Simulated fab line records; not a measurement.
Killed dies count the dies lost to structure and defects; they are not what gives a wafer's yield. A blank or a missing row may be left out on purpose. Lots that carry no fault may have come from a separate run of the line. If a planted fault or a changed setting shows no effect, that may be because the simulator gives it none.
fab line records :: flow gf180mcu :: part 2 of 2: steps 28 to 37 of 37
record
  lots=5
  wafers=15
  lastDay=34
route steps=602 shown CONTACT@297 M1@315
lots that met no fault: from a run of the same line without faults
startH: start of the lot's first displayed wafer, in hours after the record's first day :: waitH: hours elapsed since this lot's preceding step :: " the same as in the row above :: L1.1+2: a row that stands for several wafers :: - no value present, or no start provided :: * or withheld: withheld :: < > ~ a bound
route shown NAME@n: names a module that has steps shown in the file, with the first one's number in the route :: usual: mean and standard deviation over wafers with no fault :: same: alike in all rows :: chamber/n: place in a boat :: sites: per-site readings :: _std_site: how widely they spread, as a standard deviation :: _edge_site: inner sites' mean taken away from outer sites' mean :: radiusMm: how far each site lies from the wafer's centre :: mask NAME#n: copy n :: behind: the most recent tool/chamber to have shaped the wafer :: hold: cause of the lot's hold/its duration in hours/its outcome :: device: which transistor (n, p or np) failed to switch :: end of line: the route-end tests of the same wafers :: a step given without rows: its recipe and nothing more :: killed: dies lost to structure and defects at the first sort, not the wafer's yield :: map: dies across one wafer; x = killed, . = not, _ = none there
set.NAME: the setting that was run; set.NAME@STEP: the one run at that earlier step :: model.NAME: the simulator's own value behind a step, which no gauge read
a table for each step, a row for each wafer; lots at some steps of the route
services: the hour from which a tool's chamber was out of use, counted from the record's first day as startH (under 0 if before that day), plus the number of hours and why
## steps
# step GF_M1_COAT_09
# recipe
  resist=KrF
  spinRpm=withheld
  resistThkNm=1000
lot.wafer: L074.1+2+3
tool: lithoTrack-04
chamber: 0
startH: 373.36
waitH: 0.1

lot.wafer: L076.2+5+6
tool: lithoTrack-04
chamber: 0
startH: 389.68
waitH: 0.1

lot.wafer: L086.2+4+6
tool: lithoTrack-04
chamber: 0
startH: 483.88
waitH: 0.1

lot.wafer: L096.1+2+3
tool: lithoTrack-02
chamber: 0
startH: 563.35
waitH: 0.1

lot.wafer: L097.2+4+6
tool: lithoTrack-02
chamber: 0
startH: 569.43
waitH: 0.1
# step GF_M1_SOFTBAKE_10
# recipe
  tempC=130
  timeS=60
  resist=KrF
# usual
  plateTempC=130.01/0.13
lot.wafer: L074.1
tool: lithoTrack-04
chamber: 0
startH: 373.51
waitH: 0.1
plateTempC: 129.94

lot.wafer: L074.2
tool: lithoTrack-04
chamber: 0
startH: 373.51
waitH: 0.1
plateTempC: 129.96

lot.wafer: L074.3
tool: lithoTrack-04
chamber: 0
startH: 373.51
waitH: 0.1
plateTempC: 129.87

lot.wafer: L076.2
tool: lithoTrack-04
chamber: 0
startH: 389.83
waitH: 0.1
plateTempC: 130.03

lot.wafer: L076.5
tool: lithoTrack-04
chamber: 0
startH: 389.83
waitH: 0.1
plateTempC: 129.96

lot.wafer: L076.6
tool: lithoTrack-04
chamber: 0
startH: 389.83
waitH: 0.1
plateTempC: 130.10

lot.wafer: L086.2
tool: lithoTrack-04
chamber: 0
startH: 484.03
waitH: 0.1
plateTempC: 130.33

lot.wafer: L086.4
tool: lithoTrack-04
chamber: 0
startH: 484.03
waitH: 0.1
plateTempC: 130.01

lot.wafer: L086.6
tool: lithoTrack-04
chamber: 0
startH: 484.03
waitH: 0.1
plateTempC: 130.13

lot.wafer: L096.1
tool: lithoTrack-02
chamber: 0
startH: 563.50
waitH: 0.1
plateTempC: 129.94

lot.wafer: L096.2
tool: lithoTrack-02
chamber: 0
startH: 563.50
waitH: 0.1
plateTempC: 130.00

lot.wafer: L096.3
tool: lithoTrack-02
chamber: 0
startH: 563.50
waitH: 0.1
plateTempC: 130.02

lot.wafer: L097.2
tool: lithoTrack-02
chamber: 0
startH: 569.58
waitH: 0.1
plateTempC: 130.14

lot.wafer: L097.4
tool: lithoTrack-02
chamber: 0
startH: 569.58
waitH: 0.1
plateTempC: 130.15

lot.wafer: L097.6
tool: lithoTrack-02
chamber: 0
startH: 569.58
waitH: 0.1
plateTempC: 130.03
# step GF_M1_EXPOSE_11
# recipe
  maskId=Metal1
  targetCdNm=230
  na=0.68
  sourceShape=conventional
  sigmaOuter=0.6
  doseMj=28
lot.wafer: L074.1+2+3
tool: krfScanner-02
chamber: 0
startH: -
waitH: -
mask: Metal1#0

lot.wafer: L076.2+5+6
tool: krfScanner-02
chamber: 0
startH: -
waitH: -
mask: Metal1#0

lot.wafer: L086.2+4+6
tool: krfScanner-02
chamber: 0
startH: -
waitH: -
mask: Metal1#0

lot.wafer: L096.1+2+3
tool: krfScanner-01
chamber: 0
startH: -
waitH: -
mask: Metal1#0

lot.wafer: L097.2+4+6
tool: krfScanner-02
chamber: 0
startH: -
waitH: -
mask: Metal1#0
# step GF_M1_PEB_12
# recipe
  pebTempC=135
  pebTimeS=90
  resist=KrF
# usual
  plateTempC=135.02/0.16
lot.wafer: L074.1
tool: lithoTrack-03
chamber: 0
startH: -
waitH: -
plateTempC: 134.92

lot.wafer: L074.2
tool: lithoTrack-03
chamber: 0
startH: -
waitH: -
plateTempC: 135.01

lot.wafer: L074.3
tool: lithoTrack-03
chamber: 0
startH: -
waitH: -
plateTempC: 135.12

lot.wafer: L076.2
tool: lithoTrack-03
chamber: 0
startH: -
waitH: -
plateTempC: 135.07

lot.wafer: L076.5
tool: lithoTrack-03
chamber: 0
startH: -
waitH: -
plateTempC: 134.96

lot.wafer: L076.6
tool: lithoTrack-03
chamber: 0
startH: -
waitH: -
plateTempC: 135.06

lot.wafer: L086.2
tool: lithoTrack-02
chamber: 0
startH: -
waitH: -
plateTempC: 134.95

lot.wafer: L086.4
tool: lithoTrack-02
chamber: 0
startH: -
waitH: -
plateTempC: 135.20

lot.wafer: L086.6
tool: lithoTrack-02
chamber: 0
startH: -
waitH: -
plateTempC: 135.02

lot.wafer: L096.1
tool: lithoTrack-04
chamber: 0
startH: -
waitH: -
plateTempC: 135.02

lot.wafer: L096.2
tool: lithoTrack-04
chamber: 0
startH: -
waitH: -
plateTempC: 135.03

lot.wafer: L096.3
tool: lithoTrack-04
chamber: 0
startH: -
waitH: -
plateTempC: 135.05

lot.wafer: L097.2
tool: lithoTrack-04
chamber: 0
startH: -
waitH: -
plateTempC: 134.84

lot.wafer: L097.4
tool: lithoTrack-04
chamber: 0
startH: -
waitH: -
plateTempC: 134.93

lot.wafer: L097.6
tool: lithoTrack-04
chamber: 0
startH: -
waitH: -
plateTempC: 134.96
# step GF_M1_DEVELOP_13
# recipe
  developTimeS=60
  devTempC=21
lot.wafer: L074.1+2+3
tool: lithoTrack-03
chamber: 0
startH: 384.48
waitH: 0.2

lot.wafer: L076.2+5+6
tool: lithoTrack-03
chamber: 0
startH: 401.30
waitH: 0.2

lot.wafer: L086.2+4+6
tool: lithoTrack-02
chamber: 0
startH: 496.03
waitH: 0.2

lot.wafer: L096.1+2+3
tool: lithoTrack-04
chamber: 0
startH: 574.41
waitH: 0.2

lot.wafer: L097.2+4+6
tool: lithoTrack-04
chamber: 0
startH: 580.03
waitH: 0.2
# step GF_M1_CD_MEAS_14
# recipe
  targetCdNm=230
# usual
  cdNm=230.0/1.4
lot.wafer: L074.1
tool: cdSem-02
chamber: -
startH: 384.63
waitH: 0.1
cdNm: 231.1

lot.wafer: L074.2
tool: cdSem-02
chamber: -
startH: 384.63
waitH: 0.1
cdNm: 231.0

lot.wafer: L074.3
tool: cdSem-02
chamber: -
startH: 384.63
waitH: 0.1
cdNm: 230.8

lot.wafer: L076.2
tool: cdSem-02
chamber: -
startH: 401.45
waitH: 0.1
cdNm: 230.4

lot.wafer: L076.5
tool: cdSem-02
chamber: -
startH: 401.45
waitH: 0.1
cdNm: 230.3

lot.wafer: L076.6
tool: cdSem-02
chamber: -
startH: 401.45
waitH: 0.1
cdNm: 231.9

lot.wafer: L086.2
tool: cdSem-01
chamber: -
startH: 496.17
waitH: 0.1
cdNm: 229.2

lot.wafer: L086.4
tool: cdSem-01
chamber: -
startH: 496.17
waitH: 0.1
cdNm: 229.0

lot.wafer: L086.6
tool: cdSem-01
chamber: -
startH: 496.17
waitH: 0.1
cdNm: 229.2

lot.wafer: L096.1
tool: cdSem-01
chamber: -
startH: 574.56
waitH: 0.1
cdNm: 228.7

lot.wafer: L096.2
tool: cdSem-01
chamber: -
startH: 574.56
waitH: 0.1
cdNm: 229.1

lot.wafer: L096.3
tool: cdSem-01
chamber: -
startH: 574.56
waitH: 0.1
cdNm: 229.1

lot.wafer: L097.2
tool: cdSem-02
chamber: -
startH: 580.18
waitH: 0.1
cdNm: 227.3

lot.wafer: L097.4
tool: cdSem-02
chamber: -
startH: 580.18
waitH: 0.1
cdNm: 228.4

lot.wafer: L097.6
tool: cdSem-02
chamber: -
startH: 580.18
waitH: 0.1
cdNm: 229.9
# step GF_M1_OVL_MEAS_15
# usual
  M1_OVL=-3/6.2
lot.wafer: L074.1
tool: overlay-02
chamber: -
startH: 384.75
waitH: 0.1
M1_OVL[nm]: -3

lot.wafer: L074.2
tool: overlay-02
chamber: -
startH: 384.75
waitH: 0.1
M1_OVL[nm]: 5

lot.wafer: L074.3
tool: overlay-02
chamber: -
startH: 384.75
waitH: 0.1
M1_OVL[nm]: -1

lot.wafer: L076.2
tool: overlay-01
chamber: -
startH: 401.55
waitH: 0.1
M1_OVL[nm]: 4

lot.wafer: L076.5
tool: overlay-01
chamber: -
startH: 401.55
waitH: 0.1
M1_OVL[nm]: -5

lot.wafer: L076.6
tool: overlay-01
chamber: -
startH: 401.55
waitH: 0.1
M1_OVL[nm]: 0

lot.wafer: L086.2
tool: overlay-01
chamber: -
startH: 496.28
waitH: 0.1
M1_OVL[nm]: 0

lot.wafer: L086.4
tool: overlay-01
chamber: -
startH: 496.28
waitH: 0.1
M1_OVL[nm]: 1

lot.wafer: L086.6
tool: overlay-01
chamber: -
startH: 496.28
waitH: 0.1
M1_OVL[nm]: 1

lot.wafer: L096.1
tool: overlay-01
chamber: -
startH: 574.68
waitH: 0.1
M1_OVL[nm]: -2

lot.wafer: L096.2
tool: overlay-01
chamber: -
startH: 574.68
waitH: 0.1
M1_OVL[nm]: 0

lot.wafer: L096.3
tool: overlay-01
chamber: -
startH: 574.68
waitH: 0.1
M1_OVL[nm]: 0

lot.wafer: L097.2
tool: overlay-02
chamber: -
startH: 580.28
waitH: 0.1
M1_OVL[nm]: -13

lot.wafer: L097.4
tool: overlay-02
chamber: -
startH: 580.28
waitH: 0.1
M1_OVL[nm]: -8

lot.wafer: L097.6
tool: overlay-02
chamber: -
startH: 580.28
waitH: 0.1
M1_OVL[nm]: -11
# step GF_M1_METAL_ETCH_16
# recipe
  chemistry=Cl2/BCl3
  maskMaterial=KrF
  targetDepthNm=750.8
  stopOn=SiO2
  pressureMtorr=8
  icpW=800
  biasW=140
  Cl2_flow_sccm=80
  bcl3FlowSccm=40
  timeS=125.1
# usual
  chamberPressureMTorr=8.001/0.0067
  drypumpMotorCurrentA=5.5/0.49
  oesProductAu=0.991/0.005
  throttleValvePct=28.229/0.0094
lot.wafer: L074.1
tool: rieMetal-04
chamber: 1
startH: 384.78
waitH: 0.0
chamberPressureMTorr: 7.993
drypumpMotorCurrentA: 5.4
oesProductAu: 0.986
rfHoursCounterH: 4
throttleValvePct: 28.232

lot.wafer: L074.2
tool: rieMetal-04
chamber: 0
startH: 384.78
waitH: 0.0
chamberPressureMTorr: 8.004
drypumpMotorCurrentA: 5.1
oesProductAu: 0.979
rfHoursCounterH: 5
throttleValvePct: 28.246

lot.wafer: L074.3
tool: rieMetal-04
chamber: 1
startH: 384.78
waitH: 0.0
chamberPressureMTorr: 7.993
drypumpMotorCurrentA: 5.5
oesProductAu: 0.994
rfHoursCounterH: -
throttleValvePct: 28.237

lot.wafer: L076.2
tool: rieMetal-04
chamber: 0
startH: 401.58
waitH: 0.0
chamberPressureMTorr: 8.002
drypumpMotorCurrentA: 5.1
oesProductAu: 0.991
rfHoursCounterH: 6
throttleValvePct: 28.232

lot.wafer: L076.5
tool: rieMetal-04
chamber: 0
startH: 401.58
waitH: 0.0
chamberPressureMTorr: 7.998
drypumpMotorCurrentA: 5.1
oesProductAu: 0.986
rfHoursCounterH: -
throttleValvePct: 28.229

lot.wafer: L076.6
tool: rieMetal-04
chamber: 1
startH: 401.58
waitH: 0.0
chamberPressureMTorr: 7.993
drypumpMotorCurrentA: 5.4
oesProductAu: 0.986
rfHoursCounterH: -
throttleValvePct: 28.236

lot.wafer: L086.2
tool: rieMetal-01
chamber: 0
startH: 496.31
waitH: 0.0
chamberPressureMTorr: 7.998
drypumpMotorCurrentA: 5.0
oesProductAu: 0.996
rfHoursCounterH: 5
throttleValvePct: 28.219

lot.wafer: L086.4
tool: rieMetal-01
chamber: 0
startH: 496.31
waitH: 0.0
chamberPressureMTorr: 8.007
drypumpMotorCurrentA: 5.0
oesProductAu: 0.990
rfHoursCounterH: -
throttleValvePct: 28.238

lot.wafer: L086.6
tool: rieMetal-01
chamber: 1
startH: 496.31
waitH: 0.0
chamberPressureMTorr: 7.989
drypumpMotorCurrentA: 6.1
oesProductAu: 0.992
rfHoursCounterH: -
throttleValvePct: 28.227

lot.wafer: L096.1
tool: rieMetal-01
chamber: 0
startH: 574.71
waitH: 0.0
chamberPressureMTorr: 7.990
drypumpMotorCurrentA: 4.9
oesProductAu: 0.999
rfHoursCounterH: 7
throttleValvePct: 28.244

lot.wafer: L096.2
tool: rieMetal-01
chamber: 1
startH: 574.71
waitH: 0.0
chamberPressureMTorr: 8.004
drypumpMotorCurrentA: 6.1
oesProductAu: 0.995
rfHoursCounterH: 11
throttleValvePct: 28.228

lot.wafer: L096.3
tool: rieMetal-01
chamber: 0
startH: 574.71
waitH: 0.0
chamberPressureMTorr: 7.984
drypumpMotorCurrentA: 4.9
oesProductAu: 0.988
rfHoursCounterH: -
throttleValvePct: 28.233

lot.wafer: L097.2
tool: rieMetal-01
chamber: 0
startH: 580.31
waitH: 0.0
chamberPressureMTorr: 7.997
drypumpMotorCurrentA: 5.0
oesProductAu: 0.985
rfHoursCounterH: 7
throttleValvePct: 28.229

lot.wafer: L097.4
tool: rieMetal-01
chamber: 0
startH: 580.31
waitH: 0.0
chamberPressureMTorr: 7.995
drypumpMotorCurrentA: 4.9
oesProductAu: 0.982
rfHoursCounterH: -
throttleValvePct: 28.222

lot.wafer: L097.6
tool: rieMetal-01
chamber: 1
startH: 580.31
waitH: 0.0
chamberPressureMTorr: 8.002
drypumpMotorCurrentA: 6.1
oesProductAu: 0.983
rfHoursCounterH: -
throttleValvePct: 28.239
# step GF_M1_STRIP_17
# recipe
  chemistry=O2/N2
  powerW=1400
  pressureMtorr=1500
  platenTempC=250
  o2FlowSccm=3000
  n2FlowSccm=300
  overashFraction=0.5
# usual
  chamberPressureMTorr=1500.1/1.3
  drypumpMotorCurrentA=5.8/0.54
  heaterPowerW=320/32
  oesProductAu=0.537/0.005
  stripTimeToEndpointS=7.38/0.035
lot.wafer: L074.1
tool: plasmaAsher-04
chamber: 1
startH: 384.91
waitH: 0.1
chamberPressureMTorr: 1499.5
drypumpMotorCurrentA: 5.2
heaterPowerW: 295
oesProductAu: 0.543
rfHoursCounterH: 67
stripTimeToEndpointS: 7.47

lot.wafer: L074.2
tool: plasmaAsher-04
chamber: 0
startH: 384.91
waitH: 0.1
chamberPressureMTorr: 1500.8
drypumpMotorCurrentA: 5.7
heaterPowerW: 325
oesProductAu: 0.544
rfHoursCounterH: 67
stripTimeToEndpointS: 7.52

lot.wafer: L074.3
tool: plasmaAsher-04
chamber: 1
startH: 384.91
waitH: 0.1
chamberPressureMTorr: 1499.7
drypumpMotorCurrentA: 5.2
heaterPowerW: 292
oesProductAu: 0.536
rfHoursCounterH: -
stripTimeToEndpointS: 7.44

lot.wafer: L076.2
tool: plasmaAsher-04
chamber: 0
startH: 401.71
waitH: 0.1
chamberPressureMTorr: 1500.0
drypumpMotorCurrentA: 5.7
heaterPowerW: 321
oesProductAu: 0.548
rfHoursCounterH: 69
stripTimeToEndpointS: 7.42

lot.wafer: L076.5
tool: plasmaAsher-04
chamber: 1
startH: 401.71
waitH: 0.1
chamberPressureMTorr: 1500.0
drypumpMotorCurrentA: 5.2
heaterPowerW: 293
oesProductAu: 0.536
rfHoursCounterH: -
stripTimeToEndpointS: 7.38

lot.wafer: L076.6
tool: plasmaAsher-04
chamber: 0
startH: 401.71
waitH: 0.1
chamberPressureMTorr: 1500.5
drypumpMotorCurrentA: 5.6
heaterPowerW: 313
oesProductAu: 0.535
rfHoursCounterH: -
stripTimeToEndpointS: 7.39

lot.wafer: L086.2
tool: plasmaAsher-04
chamber: 0
startH: 496.44
waitH: 0.1
chamberPressureMTorr: 1501.8
drypumpMotorCurrentA: 5.7
heaterPowerW: 324
oesProductAu: 0.528
rfHoursCounterH: 79
stripTimeToEndpointS: 7.33

lot.wafer: L086.4
tool: plasmaAsher-04
chamber: 0
startH: 496.44
waitH: 0.1
chamberPressureMTorr: 1498.7
drypumpMotorCurrentA: 5.6
heaterPowerW: 325
oesProductAu: 0.533
rfHoursCounterH: -
stripTimeToEndpointS: 7.32

lot.wafer: L086.6
tool: plasmaAsher-04
chamber: 0
startH: 496.44
waitH: 0.1
chamberPressureMTorr: 1498.8
drypumpMotorCurrentA: 5.6
heaterPowerW: 319
oesProductAu: 0.531
rfHoursCounterH: -
stripTimeToEndpointS: 7.39

lot.wafer: L096.1
tool: plasmaAsher-04
chamber: 0
startH: 574.84
waitH: 0.1
chamberPressureMTorr: 1501.0
drypumpMotorCurrentA: 5.6
heaterPowerW: 321
oesProductAu: 0.537
rfHoursCounterH: 86
stripTimeToEndpointS: 7.47

lot.wafer: L096.2
tool: plasmaAsher-04
chamber: 1
startH: 574.84
waitH: 0.1
chamberPressureMTorr: 1498.5
drypumpMotorCurrentA: 5.2
heaterPowerW: 290
oesProductAu: 0.545
rfHoursCounterH: 86
stripTimeToEndpointS: 7.44

lot.wafer: L096.3
tool: plasmaAsher-04
chamber: 1
startH: 574.84
waitH: 0.1
chamberPressureMTorr: 1500.3
drypumpMotorCurrentA: 5.2
heaterPowerW: 294
oesProductAu: 0.534
rfHoursCounterH: -
stripTimeToEndpointS: 7.41

lot.wafer: L097.2
tool: plasmaAsher-04
chamber: 0
startH: 580.44
waitH: 0.1
chamberPressureMTorr: 1501.7
drypumpMotorCurrentA: 5.6
heaterPowerW: 323
oesProductAu: 0.542
rfHoursCounterH: 87
stripTimeToEndpointS: 7.42

lot.wafer: L097.4
tool: plasmaAsher-04
chamber: 0
startH: 580.44
waitH: 0.1
chamberPressureMTorr: 1499.9
drypumpMotorCurrentA: 5.6
heaterPowerW: 323
oesProductAu: 0.542
rfHoursCounterH: -
stripTimeToEndpointS: 7.37

lot.wafer: L097.6
tool: plasmaAsher-04
chamber: 1
startH: 580.44
waitH: 0.1
chamberPressureMTorr: 1501.5
drypumpMotorCurrentA: 5.2
heaterPowerW: 283
oesProductAu: 0.541
rfHoursCounterH: -
stripTimeToEndpointS: 7.45
# step GF_M1_STRIP_18
# recipe
  chemistry=postEtchResidueRemover
  timeS=1200
  tempC=72.5
lot.wafer: L074.1+2+3
tool: wetBench-04
chamber: 0
startH: 385.01
waitH: 0.1

lot.wafer: L076.2+5+6
tool: wetBench-02
chamber: 0
startH: 401.81
waitH: 0.1

lot.wafer: L086.2+4+6
tool: wetBench-03
chamber: 0
startH: 496.54
waitH: 0.1

lot.wafer: L096.1+2+3
tool: wetBench-02
chamber: 2
startH: 574.94
waitH: 0.1

lot.wafer: L097.2+4+6
tool: wetBench-02
chamber: 2
startH: 580.54
waitH: 0.1
## services
tool: pvdSputter-01
chamber: -
startH: 332.76
hours: 7.7
kind: repair

tool: rieDiel-03
chamber: 0
startH: 349.42
hours: 4.4
kind: repair

tool: krfScanner-02
chamber: -
startH: 352.95
hours: 4.4
kind: pm

tool: rieDiel-03
chamber: 2
startH: 354.82
hours: 4.3
kind: repair

tool: plasmaAsher-04
chamber: -
startH: 357.53
hours: 0.8
kind: repair

tool: krfScanner-02
chamber: -
startH: 359.47
hours: 1.3
kind: pm

tool: krfScanner-01
chamber: -
startH: 373.08
hours: 1.0
kind: pm

tool: krfScanner-02
chamber: -
startH: 392.16
hours: 4.6
kind: repair

tool: cvdW-01
chamber: 0
startH: 407.60
hours: 6.6
kind: repair

tool: pvdSputter-04
chamber: -
startH: 412.64
hours: 0.9
kind: repair

tool: pvdSputter-04
chamber: -
startH: 433.38
hours: 6.4
kind: repair

tool: wetBench-04
chamber: -
startH: 434.81
hours: 2.0
kind: repair

tool: cvdW-01
chamber: -
startH: 435.51
hours: 1.6
kind: repair

tool: pvdSputter-04
chamber: -
startH: 435.83
hours: 1.0
kind: repair

tool: plasmaAsher-04
chamber: -
startH: 479.91
hours: 1.3
kind: repair

tool: pvdSputter-03
chamber: -
startH: 483.64
hours: 0.6
kind: repair

tool: rieDiel-03
chamber: 0
startH: 498.34
hours: 8.9
kind: repair

tool: pvdSputter-03
chamber: -
startH: 509.36
hours: 3.0
kind: repair

tool: plasmaAsher-04
chamber: -
startH: 514.74
hours: 12.5
kind: repair

tool: rieDiel-03
chamber: 3
startH: 533.33
hours: 1.3
kind: repair

tool: pvdSputter-04
chamber: -
startH: 546.42
hours: 4.4
kind: repair

tool: rieDiel-03
chamber: 1
startH: 563.42
hours: 14.3
kind: repair

tool: pvdSputter-04
chamber: -
startH: 567.73
hours: 5.6
kind: repair

tool: pvdSputter-03
chamber: -
startH: 571.17
hours: 1.1
kind: repair
